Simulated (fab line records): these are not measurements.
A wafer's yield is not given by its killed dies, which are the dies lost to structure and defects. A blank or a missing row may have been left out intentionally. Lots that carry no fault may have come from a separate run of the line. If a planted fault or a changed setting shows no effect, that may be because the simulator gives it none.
fab line records -- flow gf180mcu
record lots=11, wafers=32, last_day=34
route steps=602 shown CONTACT@292 M2@373 V2@400 M3@414
lots that met no fault: from a run of the same line without faults
start_h: hours from the record's opening day to when the first of the lot's shown wafers began -- wait_h: hours elapsed since this lot's preceding step -- " same as the row above -- L1.1+2: several wafers, shown together as one row -- - no value, or no start given -- * or withheld: withheld -- < > ~ a bound
route shown NAME@n: NAME is a module with steps in the file, n the number in the route of the first one -- usual: average and standard deviation across the fault-free wafers -- same: alike in all rows -- chamber/n: place in a boat -- sites: readings site by site -- _std_site: their standard deviation -- _edge_site: outer sites' mean less inner sites' -- radius_mm: for every site, how far away it sits from the centre of the wafer -- mask NAME#n: copy n -- behind: the tool/chamber that last shaped the wafer -- hold: the reason the lot was held/the length of the hold in hours/how it ended -- device: transistor that didn't switch, given as n, p or np -- end of line: tests of these same wafers at the route's end -- a step with no rows: only its recipe -- killed: dies lost to structure and defects at the first sort, not the wafer's yield -- map: the dies of a wafer, with x for killed, . for not killed, _ for no die there
set.NAME: the run value of the setting; set.NAME@STEP: its run value at that earlier step -- model.NAME: the simulator's own value behind a step, which no gauge read
steps of the route over a sample of lots; a table a step, a row a wafer
services: a tool's chamber out of use, with start hour (start_h, from the record's first day; less than 0 if before it), hours out, and reason
## steps
# step GF_CONTACT_BOW_MEAS_05
# recipe mode=bow
# usual CONTACT_BOW=66/7.2
lot.wafer,tool,chamber,start_h,wait_h,CONTACT_BOW[um]
L934.2,film_metro-01,-,353.32,0.2,65
L934.3,film_metro-01,-,353.32,0.2,66
L934.6,film_metro-01,-,353.32,0.2,62
L935.1,film_metro-01,-,358.25,0.1,72
L935.2,film_metro-01,-,358.25,0.1,63
L935.3,film_metro-01,-,358.25,0.1,61
L936.4,film_metro-02,-,378.62,0.2,55
L936.5,film_metro-02,-,378.62,0.2,57
L936.6,film_metro-02,-,378.62,0.2,80
L937.2,film_metro-02,-,383.05,0.1,67
L937.4,film_metro-02,-,383.05,0.1,63
L937.5,film_metro-02,-,383.05,0.1,68
L939.1,film_metro-03,-,396.27,0.1,73
L939.4,film_metro-03,-,396.27,0.1,64
L939.5,film_metro-03,-,396.27,0.1,87
L938.4,film_metro-02,-,400.00,0.3,59
L938.5,film_metro-02,-,400.00,0.3,63
L938.6,film_metro-02,-,400.00,0.3,69
L940.4,film_metro-02,-,403.27,0.2,68
L940.5,film_metro-02,-,403.27,0.2,67
L940.6,film_metro-02,-,403.27,0.2,72
L950.2,film_metro-01,-,490.79,0.1,66
L950.6,film_metro-01,-,490.79,0.1,73
L951.1,film_metro-03,-,500.24,0.2,65
L951.3,film_metro-03,-,500.24,0.2,76
L951.5,film_metro-03,-,500.24,0.2,73
L955.3,film_metro-02,-,532.74,0.2,67
L955.5,film_metro-02,-,532.74,0.2,58
L955.6,film_metro-02,-,532.74,0.2,53
L957.2,film_metro-03,-,541.92,0.2,65
L957.3,film_metro-03,-,541.92,0.2,69
L957.6,film_metro-03,-,541.92,0.2,76
# step GF_M2_EXPOSE_11
# recipe mask_id=Metal2, target_cd_nm=280, na=0.68, source_shape=conventional, sigma_outer=0.6, dose_mj=28
lot.wafer,tool,chamber,start_h,wait_h,mask
L934.2+3+6,krf_scanner-02,0,440.23,-,Metal2#0
L935.1+2+3,krf_scanner-02,0,445.48,-,Metal2#0
L936.4+5+6,krf_scanner-02,0,467.00,-,Metal2#0
L937.2+4+5,krf_scanner-02,0,471.26,-,Metal2#0
L939.1+4+5,krf_scanner-02,0,485.84,-,Metal2#0
L938.4+5+6,krf_scanner-02,0,488.40,-,Metal2#0
L940.4+5+6,krf_scanner-02,0,492.30,-,Metal2#0
L950.2+6,krf_scanner-01,0,577.56,-,Metal2#0
L951.1+3+5,krf_scanner-02,0,584.56,-,Metal2#0
L955.3+5+6,krf_scanner-02,0,614.80,-,Metal2#0
L957.2+3+6,krf_scanner-02,0,623.43,-,Metal2#0
# step GF_M2_CD_MEAS_14
# recipe target_cd_nm=280
# usual cd_nm=279.6/1.1
lot.wafer,tool,chamber,start_h,wait_h,cd_nm
L934.2,cd_sem-02,-,452.41,0.1,278.6
L934.3,cd_sem-02,-,452.41,0.1,278.0
L934.6,cd_sem-02,-,452.41,0.1,278.5
L935.1,cd_sem-01,-,457.19,0.1,280.3
L935.2,cd_sem-01,-,457.19,0.1,280.7
L935.3,cd_sem-01,-,457.19,0.1,281.1
L936.4,cd_sem-01,-,479.85,0.1,278.5
L936.5,cd_sem-01,-,479.85,0.1,279.2
L936.6,cd_sem-01,-,479.85,0.1,278.4
L937.2,cd_sem-02,-,483.46,0.1,279.0
L937.4,cd_sem-02,-,483.46,0.1,280.2
L937.5,cd_sem-02,-,483.46,0.1,279.5
L939.1,cd_sem-02,-,498.03,0.1,278.3
L939.4,cd_sem-02,-,498.03,0.1,278.6
L939.5,cd_sem-02,-,498.03,0.1,277.8
L938.4,cd_sem-01,-,500.55,0.1,280.5
L938.5,cd_sem-01,-,500.55,0.1,282.0
L938.6,cd_sem-01,-,500.55,0.1,280.7
L940.4,cd_sem-01,-,504.75,0.1,278.9
L940.5,cd_sem-01,-,504.75,0.1,280.0
L940.6,cd_sem-01,-,504.75,0.1,277.8
L950.2,cd_sem-01,-,587.65,0.1,280.5
L950.6,cd_sem-01,-,587.65,0.1,264.6
L951.1,cd_sem-02,-,594.49,0.1,280.2
L951.3,cd_sem-02,-,594.49,0.1,281.0
L951.5,cd_sem-02,-,594.49,0.1,279.4
L955.3,cd_sem-02,-,625.67,0.1,281.0
L955.5,cd_sem-02,-,625.67,0.1,279.0
L955.6,cd_sem-02,-,625.67,0.1,279.8
L957.2,cd_sem-01,-,633.41,0.1,280.2
L957.3,cd_sem-01,-,633.41,0.1,279.6
L957.6,cd_sem-01,-,633.41,0.1,279.6
# step GF_V2_STRIP_18
# recipe chemistry=O2/N2, power_w=1400, pressure_mtorr=1500, platen_temp_c=250, o2_flow_sccm=3000, n2_flow_sccm=300, overash_fraction=0.5
# usual drypump_motor_current_A=5.8/0.56, heater_power_w=355/52, oes_product_au=0.592/0.0047
lot.wafer,tool,chamber,start_h,wait_h,drypump_motor_current_A,heater_power_w,oes_product_au,rf_hours_counter_h
L934.2,plasma_asher-01,0,478.66,-,4.9,288,0.600,35
L934.3,plasma_asher-01,1,478.66,-,5.8,419,0.600,-
L934.6,plasma_asher-01,1,478.66,-,5.8,428,0.590,-
L935.1,plasma_asher-03,0,483.51,-,5.7,326,0.592,6
L935.2,plasma_asher-03,1,483.51,-,5.9,287,0.593,6
L935.3,plasma_asher-03,0,483.51,-,5.7,331,0.591,-
L936.4,plasma_asher-02,1,505.20,-,6.6,392,0.597,-
L936.5,plasma_asher-02,1,505.20,-,6.6,398,0.602,-
L936.6,plasma_asher-02,0,505.20,-,6.1,353,0.585,-
L937.2,plasma_asher-02,0,509.52,-,6.0,354,0.589,91
L937.4,plasma_asher-02,0,509.52,-,6.0,345,0.580,-
L937.5,plasma_asher-02,1,509.52,-,6.6,404,0.597,-
L939.1,plasma_asher-01,1,523.32,-,5.8,413,0.584,40
L939.4,plasma_asher-01,0,523.32,-,4.9,293,0.589,-
L939.5,plasma_asher-01,1,523.32,-,5.8,424,0.586,-
L938.4,plasma_asher-01,0,526.66,-,4.9,287,0.600,-
L938.5,plasma_asher-01,0,526.66,-,4.9,286,0.592,-
L938.6,plasma_asher-01,1,526.66,-,5.8,414,0.593,-
L940.4,plasma_asher-01,1,529.25,-,5.8,426,0.592,-
L940.5,plasma_asher-01,1,529.25,-,5.7,434,0.591,-
L940.6,plasma_asher-01,0,529.25,-,4.9,285,0.587,-
L950.2,plasma_asher-02,1,611.41,-,6.6,397,0.588,101
L950.6,plasma_asher-02,0,611.41,-,6.0,348,0.594,-
L951.1,plasma_asher-02,0,617.64,-,6.1,351,0.597,102
L951.3,plasma_asher-02,0,617.64,-,6.0,355,0.594,-
L951.5,plasma_asher-02,0,617.64,-,6.1,343,0.584,-
L955.3,plasma_asher-01,0,647.45,-,4.9,293,0.592,-
L955.5,plasma_asher-01,0,647.45,-,4.9,288,0.597,-
L955.6,plasma_asher-01,1,647.45,-,5.8,424,0.586,-
L957.2,plasma_asher-02,1,655.77,-,6.6,398,0.590,106
L957.3,plasma_asher-02,1,655.77,-,6.6,389,0.595,-
L957.6,plasma_asher-02,0,655.77,-,6.0,341,0.592,-
# step GF_M3_RS_MEAS_05
# recipe thk_meas_gauge=four-point-probe, reads=TiN_of_M3_SPUTTER_04+Ti_of_M3_SPUTTER_03+AlCu_of_M3_SPUTTER_02+TiN_of_M3_SPUTTER_01+Ti_of_M3_SPUTTER_00
# usual M3_ALCU_RS=0.0694/0.0005
lot.wafer,tool,chamber,start_h,wait_h,M3_ALCU_RS[ohm/sq]
L934.2,film_metro-04,-,480.13,0.0,0.0699
L934.3,film_metro-04,-,480.13,0.0,0.0687
L934.6,film_metro-04,-,480.13,0.0,0.0690
L935.1,film_metro-03,-,484.96,0.0,0.0695
L935.2,film_metro-03,-,484.96,0.0,0.0703
L935.3,film_metro-03,-,484.96,0.0,0.0688
L936.4,film_metro-04,-,506.67,0.1,0.0692
L936.5,film_metro-04,-,506.67,0.1,0.0692
L936.6,film_metro-04,-,506.67,0.1,0.0694
L937.2,film_metro-03,-,511.00,0.0,0.0692
L937.4,film_metro-03,-,511.00,0.0,0.0691
L937.5,film_metro-03,-,511.00,0.0,0.0695
L939.1,film_metro-03,-,524.77,0.0,0.0693
L939.4,film_metro-03,-,524.77,0.0,0.0696
L939.5,film_metro-03,-,524.77,0.0,0.0695
L938.4,film_metro-04,-,528.14,0.1,0.0698
L938.5,film_metro-04,-,528.14,0.1,0.0697
L938.6,film_metro-04,-,528.14,0.1,0.0696
L940.4,film_metro-03,-,530.76,0.1,0.0691
L940.5,film_metro-03,-,530.76,0.1,0.0691
L940.6,film_metro-03,-,530.76,0.1,0.0695
L950.2,film_metro-02,-,612.89,0.0,0.0700
L950.6,film_metro-02,-,612.89,0.0,0.0702
L951.1,film_metro-02,-,619.10,0.0,0.0697
L951.3,film_metro-02,-,619.10,0.0,0.0701
L951.5,film_metro-02,-,619.10,0.0,0.0705
L955.3,film_metro-02,-,649.03,0.1,0.0694
L955.5,film_metro-02,-,649.03,0.1,0.0689
L955.6,film_metro-02,-,649.03,0.1,0.0700
L957.2,film_metro-03,-,657.24,0.0,0.0699
L957.3,film_metro-03,-,657.24,0.0,0.0692
L957.6,film_metro-03,-,657.24,0.0,0.0692
## services
tool,chamber,start_h,hours,kind
plasma_asher-02,-,419.24,14.8,repair
plasma_asher-03,-,421.25,9.0,pm
krf_scanner-02,-,424.44,9.8,repair
plasma_asher-01,-,430.14,5.6,repair
krf_scanner-01,-,447.07,0.5,repair
plasma_asher-01,-,468.72,3.4,repair
krf_scanner-02,-,477.38,1.0,pm
plasma_asher-03,-,483.96,2.0,repair
plasma_asher-03,-,487.15,1.6,repair
krf_scanner-02,-,490.99,0.8,pm
plasma_asher-03,-,500.74,4.9,repair
krf_scanner-02,-,510.12,1.7,repair
krf_scanner-02,-,520.01,1.3,pm
krf_scanner-02,-,524.87,0.8,pm
krf_scanner-02,-,525.81,4.0,pm
plasma_asher-02,-,558.75,13.8,repair
plasma_asher-02,-,572.34,3.2,repair
krf_scanner-02,-,593.02,3.6,pm
plasma_asher-01,-,595.13,13.3,repair
plasma_asher-01,-,613.26,8.5,repair
plasma_asher-01,-,613.55,7.4,repair
plasma_asher-03,-,645.63,4.9,pm
krf_scanner-02,-,646.38,1.0,pm
plasma_asher-02,-,648.95,2.8,pm
## key
first_sign step=GF_M2_CD_MEAS_14, reading=cd_nm, direction=down, sigmas=13, usual=279.6, struck=264.6
effect none on later readings
met_at GF_M2_EXPOSE_11
struck_lots L950
struck_wafers L950.6
not_acting_at GF_CONTACT_BOW_MEAS_05,GF_V2_STRIP_18,GF_M3_RS_MEAS_05
fault kind=process_parameter_drift, tool=krf_scanner-01, chamber=-, onset_h=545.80, steps=GF_M2_EXPOSE_11, channel=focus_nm, offset=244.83, shape=step, end_h=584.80, scope=struck_wafers_only
